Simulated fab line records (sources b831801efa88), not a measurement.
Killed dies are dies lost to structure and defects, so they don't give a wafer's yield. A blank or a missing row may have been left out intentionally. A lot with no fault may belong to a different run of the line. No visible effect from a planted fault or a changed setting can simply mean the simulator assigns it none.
fab line records    flow sky130
record lots=15  wafers=45  lastDay=50
route steps=708 shown FIELD_ISO@5 PWDE@54 VT_ADJUST_HVTP@96
lots with no fault: from the same line, run without faults
startH: hours from the record's first day to the start of the lot's first wafer shown    waitH: time in hours since the lot's previous step    " the same as in the row above    L1.1+2: several wafers, shown together as one row    - no value, or no start was given    * or withheld: withheld    < > ~ a bound
route shown NAME@n: a module of which the file shows steps, and the number in the route of the first    usual: mean/standard deviation taken from wafers without a fault    same: alike in all rows    chamber/n: place in a boat    sites: per-site readings    _std_site: standard deviation across them    _edge_site: inner sites' mean taken away from outer sites' mean    radiusMm: for every site, how far away it sits from the centre of the wafer    mask NAME#n: copy n    behind: the last tool/chamber to shape the wafer    hold: cause of the lot's hold/its duration in hours/its outcome    device: names the non-switching transistor (n, p or np)    end of line: tests of these same wafers at the route's end    a step without rows: its recipe alone    killed: at the first sort, the dies lost to defects and structure; wafer yield is something else    map: dies across one wafer; x = killed, . = not, _ = none there
set.NAME: the run value of the setting; set.NAME@STEP: its run value at that earlier step    model.NAME: the simulator's own value behind a step, which no gauge read
a sample of lots followed through the steps of the route, with each step as a table and each wafer as a row
services: a tool's chamber out of use, with start hour (startH, from the record's first day; less than 0 if before it), hours out, and reason
## steps
# step SKY_FIELD_ISO_THK_MEAS_04
# recipe reads=Si3N4_of_FIELD_ISO_CVD_03
# usual FIELD_ISO_CVD_03_THK=164.6/1.6
lot.wafer  tool          chamber  startH  waitH  FIELD_ISO_CVD_03_THK[nm]
L705.1     filmMetro-02  -        13.48   0.0    164.1
L705.4     "             -        "       "      164.1
L705.6     "             -        "       "      164.3
L707.3     filmMetro-04  -        23.50   0.0    163.4
L707.4     "             -        "       "      163.8
L707.6     "             -        "       "      163.3
L710.3     filmMetro-02  -        43.28   0.0    165.7
L710.4     "             -        "       "      166.2
L710.5     "             -        "       "      167.5
L711.3     filmMetro-01  -        46.54   0.0    166.1
L711.5     "             -        "       "      166.3
L711.6     "             -        "       "      167.7
L714.1     filmMetro-01  -        58.95   0.0    164.7
L714.4     "             -        "       "      162.9
L714.6     "             -        "       "      163.2
L715.1     filmMetro-04  -        64.53   0.0    164.0
L715.2     "             -        "       "      164.6
L715.3     "             -        "       "      163.9
L716.1     filmMetro-02  -        68.88   0.0    163.4
L716.2     "             -        "       "      163.0
L716.6     "             -        "       "      164.5
L721.3     filmMetro-04  -        94.36   0.0    164.8
L721.5     "             -        "       "      166.5
L721.6     "             -        "       "      165.7
L722.1     filmMetro-04  -        98.66   0.0    162.7
L722.2     "             -        "       "      161.1
L722.3     "             -        "       "      163.0
L723.1     filmMetro-02  -        104.06  0.0    163.9
L723.2     "             -        "       "      166.5
L723.6     "             -        "       "      165.4
L724.1     filmMetro-01  -        109.49  0.0    162.0
L724.2     "             -        "       "      164.1
L724.6     "             -        "       "      164.7
L725.1     filmMetro-01  -        114.74  0.0    166.5
L725.2     "             -        "       "      165.4
L725.5     "             -        "       "      164.6
L726.1     filmMetro-02  -        119.99  0.0    166.9
L726.2     "             -        "       "      165.7
L726.5     "             -        "       "      166.6
L727.3     filmMetro-01  -        123.50  0.0    164.3
L727.4     "             -        "       "      164.9
L727.6     "             -        "       "      166.3
L728.1     filmMetro-01  -        129.10  0.0    164.0
L728.3     "             -        "       "      163.9
L728.5     "             -        "       "      164.4
# step SKY_FIELD_ISO_WET_ETCH_30
# recipe chemistry=dHF  targetDepthNm=25  target=SiO2  dilution=10:1  tempC=25  timeS=50
# usual bathHeatDutyPct=6.6/0.96  runLengthS=79/3.4
lot.wafer  tool         chamber  startH  waitH  bathHeatDutyPct  runLengthS
L705.1     wetBench-02  1        36.79   0.0    7.4              83
L705.4     "            1        "       "      6.9              83
L705.6     "            1        "       "      7.1              83
L707.3     wetBench-04  1        48.55   0.0    5.6              76
L707.4     "            1        "       "      5.7              76
L707.6     "            1        "       "      6.1              76
L710.3     wetBench-02  3        62.35   0.0    6.3              82
L710.4     "            3        "       "      5.2              82
L710.5     "            3        "       "      5.6              82
L711.3     wetBench-02  2        68.74   0.0    7.9              84
L711.5     "            2        "       "      8.5              84
L711.6     "            2        "       "      8.9              84
L714.1     wetBench-02  1        80.10   0.0    -                -
L714.4     "            1        "       "      -                -
L714.6     "            1        "       "      -                -
L715.1     wetBench-02  2        88.07   0.0    -                -
L715.2     "            2        "       "      -                -
L715.3     "            2        "       "      -                -
L716.1     wetBench-02  2        91.87   0.0    -                -
L716.2     "            2        "       "      -                -
L716.6     "            2        "       "      -                -
L721.3     wetBench-02  0        117.47  0.0    6.5              81
L721.5     "            0        "       "      7.9              81
L721.6     "            0        "       "      6.2              81
L722.1     wetBench-02  0        121.85  0.0    6.1              81
L722.2     "            0        "       "      6.5              81
L722.3     "            0        "       "      6.8              81
L723.1     wetBench-04  2        126.58  0.0    6.5              76
L723.2     "            2        "       "      6.1              76
L723.6     "            2        "       "      6.6              76
L724.1     wetBench-02  1        132.49  0.0    7.2              78
L724.2     "            1        "       "      6.5              78
L724.6     "            1        "       "      7.1              78
L725.1     wetBench-01  3        138.14  0.0    7.4              83
L725.2     "            3        "       "      7.0              83
L725.5     "            3        "       "      6.1              83
L726.1     wetBench-04  3        144.81  0.0    6.2              85
L726.2     "            3        "       "      6.3              85
L726.5     "            3        "       "      5.6              85
L727.3     wetBench-02  0        150.33  0.0    5.5              75
L727.4     "            0        "       "      6.4              75
L727.6     "            0        "       "      6.4              75
L728.1     wetBench-04  3        154.64  0.0    6.6              85
L728.3     "            3        "       "      6.7              85
L728.5     "            3        "       "      6.1              85
# step SKY_PWDE_STRIP_09
# recipe chemistry=O2/N2  powerW=1400  pressureMtorr=1500  platenTempC=withheld  o2FlowSccm=3000  n2FlowSccm=300  overashFraction=0.5
# usual drypumpMotorCurrentA=5.86/0.25  oesProductAu=0.723/0.0043  stripTimeToEndpointS=36.87/0.1
# same overashFraction=0.5
lot.wafer  tool            chamber  startH  waitH  drypumpMotorCurrentA  oesProductAu  rfHoursCounterH  stripTimeToEndpointS
L705.1     plasmaAsher-03  1        74.66   0.1    6.22                  0.724         26               36.91
L705.4     "               0        "       "      5.97                  0.716         -                37.10
L705.6     "               0        "       "      5.98                  0.720         -                36.89
L707.3     plasmaAsher-04  0        85.19   0.1    5.73                  0.727         -                36.70
L707.4     "               1        "       "      5.88                  0.727         -                36.82
L707.6     "               1        "       "      5.86                  0.738         -                36.91
L710.3     plasmaAsher-04  0        98.89   0.1    5.69                  0.727         -                36.83
L710.4     "               1        "       "      5.84                  0.728         -                36.77
L710.5     "               0        "       "      5.70                  0.720         -                36.65
L711.3     plasmaAsher-03  1        105.79  0.1    6.19                  0.724         -                36.79
L711.5     "               1        "       "      6.22                  0.723         -                36.81
L711.6     "               0        "       "      5.98                  0.720         -                36.80
L721.3     plasmaAsher-03  0        159.14  0.1    5.94                  0.726         -                36.84
L721.5     "               1        "       "      6.19                  0.725         -                36.76
L721.6     "               0        "       "      5.98                  0.728         -                36.59
L722.1     plasmaAsher-03  0        162.21  0.1    5.96                  0.725         35               36.79
L722.2     "               1        "       "      6.23                  0.724         35               36.88
L722.3     "               1        "       "      6.21                  0.727         -                36.79
L723.1     plasmaAsher-01  0        167.86  0.1    5.40                  0.711         47               36.70
L723.2     "               1        "       "      6.00                  0.722         47               36.83
L723.6     "               1        "       "      5.99                  0.726         -                36.71
L724.1     plasmaAsher-01  1        173.86  0.1    6.02                  0.720         47               37.00
L724.2     "               0        "       "      5.43                  0.725         47               36.86
L724.6     "               1        "       "      6.00                  0.726         -                36.88
L725.1     plasmaAsher-04  1        179.26  0.1    5.86                  0.725         5                36.92
L725.2     "               0        "       "      5.68                  0.723         5                36.81
L725.5     "               1        "       "      5.86                  0.728         -                36.83
L726.1     plasmaAsher-01  1        187.76  0.1    6.01                  0.722         49               37.00
L726.2     "               0        "       "      5.44                  0.716         49               37.00
L726.5     "               1        "       "      5.99                  0.718         -                36.94
L727.3     plasmaAsher-04  0        193.34  0.1    5.69                  0.722         -                36.97
L727.4     "               1        "       "      5.86                  0.729         -                36.99
L727.6     "               1        "       "      5.83                  0.730         -                36.97
L728.1     plasmaAsher-03  1        198.76  0.1    6.23                  0.722         38               36.84
L728.3     "               1        "       "      6.22                  0.730         -                37.01
L728.5     "               0        "       "      5.98                  0.722         -                36.91
# step SKY_VT_ADJUST_HVTP_TW_MEAS_11
# usual VT_ADJUST_HVTP_TW=1353/7.8
lot.wafer  tool          chamber  startH  waitH  VT_ADJUST_HVTP_TW
L705.1     filmMetro-04  -        130.78  0.1    1343
L705.4     "             -        "       "      1350
L705.6     "             -        "       "      1346
L707.3     filmMetro-04  -        141.45  0.1    1340
L707.4     "             -        "       "      1345
L707.6     "             -        "       "      1342
L710.3     filmMetro-04  -        156.18  0.1    1336
L710.4     "             -        "       "      1346
L710.5     "             -        "       "      1348
L711.3     filmMetro-01  -        164.57  0.1    1359
L711.5     "             -        "       "      1359
L711.6     "             -        "       "      1362
L721.3     filmMetro-01  -        222.50  0.1    1345
L721.5     "             -        "       "      1342
L721.6     "             -        "       "      1345
L722.1     filmMetro-04  -        225.65  0.1    1353
L722.2     "             -        "       "      1350
L722.3     "             -        "       "      1353
L723.1     filmMetro-03  -        231.10  0.1    1352
L723.2     "             -        "       "      1353
L723.6     "             -        "       "      1354
L724.1     filmMetro-03  -        243.05  0.1    1364
L724.2     "             -        "       "      1359
L724.6     "             -        "       "      1356
L725.1     filmMetro-04  -        245.38  0.1    1350
L725.2     "             -        "       "      1352
L725.5     "             -        "       "      1357
L726.1     filmMetro-01  -        251.65  0.1    1349
L726.2     "             -        "       "      1348
L726.5     "             -        "       "      1364
L727.3     filmMetro-01  -        260.45  0.1    1354
L727.4     "             -        "       "      1360
L727.6     "             -        "       "      1347
L728.1     filmMetro-01  -        268.63  0.1    1348
L728.3     "             -        "       "      1339
L728.5     "             -        "       "      1341
## services
tool            chamber  startH  hours  kind
wetBench-02     -        32.63   0.5    repair
plasmaAsher-04  -        108.81  9.0    pm
plasmaAsher-04  0        108.81  9.0    ventCycle
plasmaAsher-04  1        108.81  9.0    ventCycle
plasmaAsher-04  0        117.81  -      clean
plasmaAsher-04  1        117.81  -      clean
wetBench-04     -        158.00  3.0    repair
plasmaAsher-04  -        164.77  7.4    repair
## key
firstSign step=SKY_FIELD_ISO_WET_ETCH_30  reading=toolRecord  direction=missing
effect none on later readings
metAt SKY_FIELD_ISO_WET_ETCH_30
struckLots L714,L715,L716
laterRowsLeftOut L714.1,L714.4,L714.6,L715.1,L715.2,L715.3,L716.1,L716.2,L716.6
sortLeftOut L714.1,L714.4,L714.6,L715.1,L715.2,L715.3,L716.1,L716.2,L716.6
testerLeftOut L714,L715,L716
notActingAt SKY_FIELD_ISO_THK_MEAS_04,SKY_PWDE_STRIP_09,SKY_VT_ADJUST_HVTP_TW_MEAS_11
onsetBetween 68.74 80.10
fault kind=skippedStepWhole  tool=wetBench-02  chamber=-  onsetH=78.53  steps=SKY_FIELD_ISO_WET_ETCH_30  scope=struckLotsOnly
# testerLeftOut: of these lots the tester's yield and bins aren't shown, on N5 and GAA mostly nor the transistor test; their killed dies are dies lost to structure and defects alone, not to doping, threshold or leakage, so they don't give the yield
# sortLeftOut: the simulated sort isn't trusted on such a fault, so these wafers' sort isn't shown, and their yield isn't known
# laterRowsLeftOut: the simulator's readings of these wafers behind a module that went badly wrong aren't trusted and aren't shown, but for the sort
